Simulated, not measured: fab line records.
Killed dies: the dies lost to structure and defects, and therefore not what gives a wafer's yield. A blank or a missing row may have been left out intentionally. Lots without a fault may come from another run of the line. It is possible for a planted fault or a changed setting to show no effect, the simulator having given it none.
Which of the tools did it? :: flow gf180mcu :: 7 lots, 21 wafers sampled, at 1 step of a route of 602

## WHAT THE GAUGES READ, wafer by wafer
GF_STI_THK_MEAS_04.
lot: L304
measured: day 1 19:47
on: film_metro-01
STI_CVD_03_THK (nm): 208.0 206.2 206.5

lot: L306
measured: day 2 10:46
on: film_metro-03
STI_CVD_03_THK (nm): 210.8 210.1 209.3

lot: L308
measured: day 2 16:25
on: film_metro-01
STI_CVD_03_THK (nm): 206.8 209.7 209.9

lot: L317
measured: day 4 11:34
on: film_metro-01
STI_CVD_03_THK (nm): 203.2 203.5 206.3

lot: L321
measured: day 5 08:34
on: film_metro-02
STI_CVD_03_THK (nm): 205.4 206.9 206.2

lot: L323
measured: day 5 17:34
on: film_metro-02
STI_CVD_03_THK (nm): 206.2 206.9 205.9

lot: L325
measured: day 6 05:32
on: film_metro-03
STI_CVD_03_THK (nm): 202.6 202.0 203.7

## WHICH TOOL RAN EACH LOT (tool, then ch and the chambers of the sampled wafers, then the start)
Record: no process step prior to these readings.

## THE ANSWER, worked out from the rows above alone
Rule: the lots themselves supply what counts as usual. The widest of any qualifying gaps counts: lots, ordered by their means at a reading, are off when they make up no more than a third of the lots, leave a main group of 4 or more, and stand apart from it by 3 or more times the standard deviation of that group's means. If all means in a main group match to the digits the tables above print for the reading, that group is not used. A lot without any number at a reading at which 4 lots or more have one is off too. The other lots that the step has rows for count as sound.
None of the lots is off at any reading shown; this tells nothing.

## WHAT HAD BEEN PUT IN BY THE SIMULATOR
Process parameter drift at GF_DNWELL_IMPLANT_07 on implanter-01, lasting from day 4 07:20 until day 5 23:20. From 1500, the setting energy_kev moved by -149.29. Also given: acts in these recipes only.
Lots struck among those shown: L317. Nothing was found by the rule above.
